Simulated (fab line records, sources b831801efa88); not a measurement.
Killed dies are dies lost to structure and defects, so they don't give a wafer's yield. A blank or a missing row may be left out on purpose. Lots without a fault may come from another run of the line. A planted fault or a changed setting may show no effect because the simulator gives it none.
Which tool did it? | flow gf180mcu | 24 lots, 72 wafers sampled, at 5 steps of a route of 602

WHAT THE GAUGES READ, wafer by wafer
GF_MVPSD_TW_MEAS_11. Usual: MVPSD_TW 556, standard deviation 6.5.
lot  | measured     | on            | MVPSD_TW    | flag
L074 | day 5 03:13  | film_metro-01 | 558 556 558 |
L075 | day 5 06:25  | film_metro-04 | 565 562 563 |
L076 | day 5 15:26  | film_metro-02 | 545 547 547 |
L077 | day 5 19:33  | film_metro-04 | 567 565 563 |
L078 | day 5 22:37  | film_metro-04 | 563 563 563 |
L079 | day 6 04:39  | film_metro-04 | 562 563 561 |
L080 | day 6 11:37  | film_metro-02 | 549 544 543 |
L081 | day 6 16:40  | film_metro-04 | 561 564 563 |
L082 | day 6 23:25  | film_metro-02 | 546 549 551 |
L083 | day 7 05:07  | film_metro-01 | 555 555 556 |
L084 | day 7 12:25  | film_metro-04 | 562 561 562 |
L085 | day 7 18:21  | film_metro-04 | 561 559 562 |
L086 | day 8 00:03  | film_metro-02 | 550 547 547 |
L087 | day 8 06:22  | film_metro-04 | 560 562 562 |
L088 | day 8 13:08  | film_metro-02 | 547 547 548 |
L089 | day 8 17:34  | film_metro-01 | 554 556 555 |
L090 | day 8 23:40  | film_metro-01 | 556 559 555 |
L091 | day 9 07:03  | film_metro-04 | 562 564 562 |
L092 | day 9 10:25  | film_metro-04 | 560 559 563 |
L093 | day 9 16:56  | film_metro-04 | 565 564 563 |
L094 | day 9 23:43  | film_metro-02 | 547 545 547 |
L095 | day 10 02:04 | film_metro-02 | 552 549 548 |
L096 | day 10 09:10 | film_metro-04 | 563 561 561 |
L097 | day 10 18:48 | film_metro-01 | 553 554 554 |

GF_HV_LDD_THK_MEAS_57. Usual: HV_LDD_CVD_56_THK 90.1 nm, standard deviation 1.
lot  | measured     | on            | HV_LDD_CVD_56_THK (nm) | flag
L074 | day 12 15:10 | film_metro-01 | 91.0 90.7 90.5         |
L075 | day 12 18:47 | film_metro-01 | 90.9 91.3 90.1         |
L076 | day 13 08:05 | film_metro-02 | 88.9 88.8 88.8         |
L077 | day 13 15:29 | film_metro-04 | 89.4 88.4 89.0         |
L078 | day 14 05:55 | film_metro-01 | 88.0 88.8 87.8         |
L079 | day 14 02:59 | film_metro-01 | 91.8 92.8 92.1         |
L080 | day 14 12:17 | film_metro-04 | 89.6 89.2 89.4         |
L081 | day 14 21:32 | film_metro-02 | 90.0 89.8 89.9         |
L082 | day 15 08:29 | film_metro-04 | 90.2 91.1 90.7         |
L083 | day 15 13:10 | film_metro-01 | 89.9 90.2 90.2         |
L084 | day 15 20:41 | film_metro-01 | 89.3 89.9 89.8         |
L085 | day 16 04:19 | film_metro-01 | 89.7 89.3 90.3         |
L086 | day 16 12:19 | film_metro-01 | 89.1 89.8 89.3         |
L087 | day 16 18:49 | film_metro-04 | 90.3 90.7 90.9         |
L088 | day 17 02:56 | film_metro-04 | 90.4 90.2 90.0         |
L089 | day 17 07:08 | film_metro-01 | 92.2 92.2 92.2         |
L090 | day 17 18:23 | film_metro-02 | 89.3 89.4 90.7         |
L091 | day 18 04:08 | film_metro-04 | 89.8 89.4 90.6         |
L092 | day 18 08:47 | film_metro-02 | 89.2 89.0 89.0         |
L093 | day 18 16:08 | film_metro-02 | 91.4 90.2 91.4         |
L094 | day 19 02:26 | film_metro-02 | 90.3 90.2 89.3         |
L095 | day 19 12:56 | film_metro-04 | 91.6 91.2 91.8         |
L096 | day 19 18:31 | film_metro-01 | 89.4 90.0 89.1         |
L097 | day 20 07:46 | film_metro-02 | 89.7 89.9 89.7         |

GF_CONTACT_THK_MEAS_26: measures by xrf. Usual: CONTACT_W_THK 326 nm, standard deviation 5.1.
lot  | measured     | on            | CONTACT_W_THK (nm) | flag
L074 | day 16 05:25 | film_metro-01 | 327 327 330        |
L075 | day 16 10:18 | film_metro-01 | 330 331 331        |
L076 | day 17 02:36 | film_metro-04 | 320 323 320        |
L077 | day 17 09:48 | film_metro-02 | 330 332 329        |
L078 | day 18 01:35 | film_metro-02 | 323 324 323        |
L079 | day 17 21:37 | film_metro-01 | 322 332 327        |
L080 | day 18 08:25 | film_metro-02 | 326 331 325        |
L081 | day 18 17:39 | film_metro-02 | 328 327 327        |
L082 | day 19 06:22 | film_metro-02 | 335 327 335        |
L083 | day 19 13:53 | film_metro-02 | 331 331 328        |
L084 | day 19 21:23 | film_metro-04 | 324 322 328        |
L085 | day 20 06:12 | film_metro-04 | 314 322 317        |
L086 | day 20 12:49 | film_metro-02 | 328 323 324        |
L087 | day 20 20:57 | film_metro-04 | 316 321 321        |
L088 | day 21 05:47 | film_metro-01 | 332 332 326        |
L089 | day 21 11:59 | film_metro-04 | 326 321 322        |
L090 | day 21 22:35 | film_metro-01 | 334 324 334        |
L091 | day 22 09:52 | film_metro-01 | 329 332 333        |
L092 | day 22 14:09 | film_metro-01 | 336 331 336        |
L093 | day 22 19:30 | film_metro-04 | 318 325 320        |
L094 | day 23 06:49 | film_metro-01 | 327 328 332        |
L095 | day 23 15:23 | film_metro-04 | 325 321 326        |
L096 | day 23 21:31 | film_metro-04 | 322 319 321        |
L097 | day 24 10:07 | film_metro-01 | 329 327 327        |

WHICH TOOL RAN EACH LOT (tool, then ch and the chambers of the sampled wafers, then the start)
lot  | GF_HV_LDD_ETCHBACK_58              | GF_CONTACT_ETCH_16
L074 | rie_diel-04 ch 0,2, day 12 15:13   | rie_diel-02 ch 0,2,3, day 16 04:37
L075 | rie_diel-03 ch 0,3, day 12 18:50   | rie_diel-02 ch 1,2, day 16 09:31
L076 | rie_diel-04 ch 0,1,2, day 13 08:09 | rie_diel-01 ch 0,1,3, day 17 01:47
L077 | rie_diel-01 ch 1,3, day 13 15:32   | rie_diel-01 ch 1,2,3, day 17 09:01
L078 | rie_diel-01 ch 0,3, day 14 05:58   | rie_diel-02 ch 0,1, day 18 00:46
L079 | rie_diel-01 ch 0,1,3, day 14 03:03 | rie_diel-04 ch 0,1,3, day 17 20:50
L080 | rie_diel-01 ch 0,2,3, day 14 12:20 | rie_diel-01 ch 0,2,3, day 18 07:37
L081 | rie_diel-04 ch 0,1,2, day 14 21:35 | rie_diel-01 ch 1,2,3, day 18 16:50
L082 | rie_diel-03 ch 0,1, day 15 08:32   | rie_diel-04 ch 1,2,3, day 19 05:35
L083 | rie_diel-04 ch 0,2,3, day 15 13:14 | rie_diel-02 ch 0,1,3, day 19 13:05
L084 | rie_diel-01 ch 1,2,3, day 15 20:44 | rie_diel-01 ch 0,1,3, day 19 20:34
L085 | rie_diel-01 ch 2,3, day 16 04:23   | rie_diel-04 ch 2,3, day 20 05:25
L086 | rie_diel-04 ch 1,2, day 16 12:23   | rie_diel-02 ch 1,3, day 20 12:01
L087 | rie_diel-03 ch 1,2,3, day 16 18:53 | rie_diel-02 ch 0,2,3, day 20 20:10
L088 | rie_diel-03 ch 0,3, day 17 02:59   | rie_diel-04 ch 1,2, day 21 04:59
L089 | rie_diel-01 ch 2,3, day 17 07:11   | rie_diel-04 ch 0,3, day 21 11:11
L090 | rie_diel-01 ch 1,2,3, day 17 18:26 | rie_diel-02 ch 1,2, day 21 21:47
L091 | rie_diel-01 ch 0,1,2, day 18 04:12 | rie_diel-01 ch 1,2,3, day 22 09:05
L092 | rie_diel-04 ch 1,2, day 18 08:50   | rie_diel-02 ch 1,2,3, day 22 13:22
L093 | rie_diel-04 ch 0,1, day 18 16:11   | rie_diel-01 ch 0,1,2, day 22 18:43
L094 | rie_diel-03 ch 0,1,2, day 19 02:29 | rie_diel-04 ch 0,2,3, day 23 06:01
L095 | rie_diel-04 ch 1,2,3, day 19 12:59 | rie_diel-02 ch 0,2,3, day 23 14:35
L096 | rie_diel-01 ch 0,3, day 19 18:34   | rie_diel-02 ch 1,2, day 23 20:43
L097 | rie_diel-01 ch 0,1,2, day 20 07:50 | rie_diel-01 ch 0,2,3, day 24 09:19
- GF_HV_LDD_ETCHBACK_58: etches Si3N4 in CH3F/O2, stops on SiO2, time 100 s, target depth 90 nm.
- GF_CONTACT_ETCH_16: etches BARC in N2/H2.

WHAT THE TOOLS THEMSELVES READ (means of the sampled wafers that have a number; where no wafer has one, the mark that the record gives instead)
GF_HV_LDD_ETCHBACK_58. Usual: O2_flow_sccm 30.00 sccm, standard deviation 0.096; drypump_motor_current_A 6.0 A, standard deviation 0.39; oes_product_au 0.843 a.u., standard deviation 0.0075; throttle_valve_pct 10.561 %, standard deviation 0.0083.
lot  | tool        | O2_flow_sccm (sccm) | drypump_motor_current_A (A) | oes_product_au (a.u.) | throttle_valve_pct (%) | flag
L074 | rie_diel-04 | 29.99               | 6.1                         | 0.846                 | 10.556                 |
L075 | rie_diel-03 | 30.03               | 6.3                         | 0.842                 | 10.560                 |
L076 | rie_diel-04 | 29.91               | 5.9                         | 0.840                 | 10.566                 |
L077 | rie_diel-01 | 29.95               | 5.8                         | 0.839                 | 10.557                 |
L078 | rie_diel-01 | 30.00               | 5.7                         | 0.833                 | 10.557                 |
L079 | rie_diel-01 | 30.00               | 5.8                         | 0.854                 | 10.571                 |
L080 | rie_diel-01 | 30.04               | 6.0                         | 0.840                 | 10.553                 |
L081 | rie_diel-04 | 29.98               | 5.9                         | 0.844                 | 10.565                 |
L082 | rie_diel-03 | 30.06               | 6.4                         | 0.846                 | 10.566                 |
L083 | rie_diel-04 | 29.95               | 6.2                         | 0.836                 | 10.555                 |
L084 | rie_diel-01 | 29.97               | 6.1                         | 0.842                 | 10.561                 |
L085 | rie_diel-01 | 30.07               | 5.9                         | 0.838                 | 10.557                 |
L086 | rie_diel-04 | 30.11               | 5.6                         | 0.831                 | 10.554                 |
L087 | rie_diel-03 | 29.98               | 6.0                         | 0.844                 | 10.555                 |
L088 | rie_diel-03 | 29.98               | 6.3                         | 0.848                 | 10.565                 |
L089 | rie_diel-01 | 29.99               | 5.9                         | 0.854                 | 10.560                 |
L090 | rie_diel-01 | 29.98               | 6.0                         | 0.841                 | 10.561                 |
L091 | rie_diel-01 | 30.08               | 6.2                         | 0.840                 | 10.558                 |
L092 | rie_diel-04 | 29.93               | 5.9                         | 0.834                 | 10.563                 |
L093 | rie_diel-04 | 30.02               | 5.8                         | 0.849                 | 10.570                 |
L094 | rie_diel-03 | 29.99               | 6.3                         | 0.842                 | 10.559                 |
L095 | rie_diel-04 | 29.95               | 5.9                         | 0.850                 | 10.561                 |
L096 | rie_diel-01 | 30.04               | 5.8                         | 0.834                 | 10.562                 |
L097 | rie_diel-01 | 29.97               | 6.2                         | 0.843                 | 10.563                 |

GF_CONTACT_ETCH_16. Usual: drypump_motor_current_A 6.0 A, standard deviation 0.42; oes_product_au 0.855 a.u., standard deviation 0.0048; throttle_valve_pct 13.226 %, standard deviation 0.0087.
lot  | tool        | drypump_motor_current_A (A) | oes_product_au (a.u.) | throttle_valve_pct (%) | flag
L074 | rie_diel-02 | 6.0                         | 0.852                 | 13.224                 |
L075 | rie_diel-02 | 6.2                         | 0.849                 | 13.229                 |
L076 | rie_diel-01 | 5.9                         | 0.857                 | 13.221                 |
L077 | rie_diel-01 | 6.0                         | 0.856                 | 13.221                 |
L078 | rie_diel-02 | 6.1                         | 0.856                 | 13.227                 |
L079 | rie_diel-04 | 5.8                         | 0.854                 | 13.237                 |
L080 | rie_diel-01 | 6.0                         | 0.852                 | 13.228                 |
L081 | rie_diel-01 | 6.1                         | 0.855                 | 13.229                 |
L082 | rie_diel-04 | 5.9                         | 0.853                 | 13.226                 |
L083 | rie_diel-02 | 5.9                         | 0.858                 | 13.227                 |
L084 | rie_diel-01 | 5.9                         | 0.860                 | 13.227                 |
L085 | rie_diel-04 | 6.3                         | 0.858                 | 13.217                 |
L086 | rie_diel-02 | 5.5                         | 0.857                 | 13.228                 |
L087 | rie_diel-02 | 6.1                         | 0.857                 | 13.231                 |
L088 | rie_diel-04 | 5.6                         | 0.854                 | 13.230                 |
L089 | rie_diel-04 | 6.1                         | 0.857                 | 13.229                 |
L090 | rie_diel-02 | 6.1                         | 0.852                 | 13.224                 |
L091 | rie_diel-01 | 6.0                         | 0.857                 | 13.224                 |
L092 | rie_diel-02 | 5.9                         | 0.854                 | 13.224                 |
L093 | rie_diel-01 | 6.2                         | 0.857                 | 13.220                 |
L094 | rie_diel-04 | 6.2                         | 0.852                 | 13.223                 |
L095 | rie_diel-02 | 6.0                         | 0.854                 | 13.221                 |
L096 | rie_diel-02 | 6.2                         | 0.852                 | 13.228                 |
L097 | rie_diel-01 | 6.0                         | 0.852                 | 13.220                 |

THE ANSWER, worked out from the rows above alone
Rule: a lot is off if the mean of its wafers that have a number lies more than 3 standard deviations from the usual mean. A lot without any number at a reading at which 4 lots or more have one is off too. The other lots that the step has rows for count as sound. The gauges are gone through in route order, then the tools' own readings, and for those a lot's mean is taken as printed above. The first step at which some lot is off is used, and at that step the reading that is off furthest; a lot without a number counts as furthest.
No lot is off at any reading shown: from this, nothing can be told.

WHAT THE SIMULATOR HAD PUT IN
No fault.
